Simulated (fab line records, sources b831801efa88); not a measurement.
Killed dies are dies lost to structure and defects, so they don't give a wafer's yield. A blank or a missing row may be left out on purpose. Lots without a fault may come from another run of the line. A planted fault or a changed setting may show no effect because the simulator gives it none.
A struck lot beside a sound one | flow sky130 | 19 steps out of a route of 708
Sound: wafers L712.1, L712.3, L712.6. Struck: wafers L719.3, L719.5, L719.6. The cause comes at the end.
At each step with rows: each side's tool, then ch and its chambers, then its first start. Under that, the readings that differ: sound wafers | struck wafers | difference of the means | sigmas: that difference in standard deviations of wafers without a fault.
alike: readings whose means differ by less than 2 such deviations, and words and numbers that are the same on both sides. not compared: withheld readings, readings that some wafer has no value for, bounds like >300 that may hide the same value, and numbers for which the record gives no deviation and whose values overlap.
The two part at a step that has a row with sigmas, a row that says differs or no value, or rows on one side only. Numbers that don't overlap but have no deviation are shown without sigmas and don't part them. A reading that every wafer of one side lacks parts them only if that side has two wafers or more.

first, 3 steps without rows for these wafers: SKY_SD_P_EXPOSE_04 (exposes mask PSDM, target cd 380 nm); SKY_SD_P_PEB_05; SKY_SD_P_DEVELOP_06 (develop time 60 s).
SKY_SD_P_CD_MEAS_07: target cd 380 nm.
  sound on cd_sem-01, day 23 22:13; struck on cd_sem-02, day 25 19:16
  alike: cd_nm
SKY_SD_P_OVL_MEAS_08:
  sound on overlay-02, day 23 22:20; struck on overlay-02, day 25 19:22
  alike: SD_P_OVL
then, 1 step without rows for these wafers: SKY_SD_P_IMPLANT_09.
SKY_SD_P_STRIP_10: strips in O2/N2.
  sound on plasma_asher-04 ch 0,1, day 23 22:31; struck on plasma_asher-04 ch 0,1, day 25 19:34
  alike: drypump_motor_current_A, oes_product_au, strip_time_to_endpoint_s
  not compared: rf_hours_counter_h
SKY_SD_P_TW_MEAS_11:
  sound on film_metro-04, day 23 22:37; struck on film_metro-02, day 25 19:40
  alike: SD_P_TW
then, 4 steps without rows for these wafers: SKY_RES_XHIGH_DEHYDRATE_00 (time 60 s); SKY_RES_XHIGH_HMDS_01 (prime time 60 s); SKY_RES_XHIGH_COAT_02 (resist thk 1140 nm); SKY_RES_XHIGH_SOFTBAKE_03 (time 60 s).
SKY_RES_XHIGH_EXPOSE_04: exposes mask URPM, target cd 1270 nm.
  sound on iline_stepper-01 ch 0, day 24 13:22; struck on iline_stepper-01, day 26 10:04
  no value came back on the struck wafers for exposure_dose_mJ_cm2, focus_offset_nm (nm), reticle_temp_C (C); on the sound wafers exposure_dose_mJ_cm2 reads 140.04 139.99 140.11
  alike: mask
then, 3 steps without rows for these wafers: SKY_RES_XHIGH_PEB_05; SKY_RES_XHIGH_DEVELOP_06 (develop time 60 s); SKY_RES_XHIGH_IMPLANT_07.
SKY_RES_XHIGH_STRIP_08: strips in O2/N2.
  sound on plasma_asher-03 ch 0,1, day 25 02:58; struck on plasma_asher-04 ch 0,1, day 27 01:07
  alike: drypump_motor_current_A, oes_product_au, strip_time_to_endpoint_s
  not compared: rf_hours_counter_h
SKY_RES_XHIGH_TW_MEAS_09:
  sound on film_metro-02, day 25 03:04; struck on film_metro-01, day 27 01:13
  reading      | sound          | struck   | difference | sigmas
  RES_XHIGH_TW | 1627 1618 1619 | 30 30 30 | -1591      | -99 or more
then, 1 step without rows for these wafers: SKY_SD_N_DEHYDRATE_00 (time 60 s).

WHERE THEY PART
First at SKY_RES_XHIGH_EXPOSE_04; last, within this record, at SKY_RES_XHIGH_TW_MEAS_09.

WHY: what the simulator had put in
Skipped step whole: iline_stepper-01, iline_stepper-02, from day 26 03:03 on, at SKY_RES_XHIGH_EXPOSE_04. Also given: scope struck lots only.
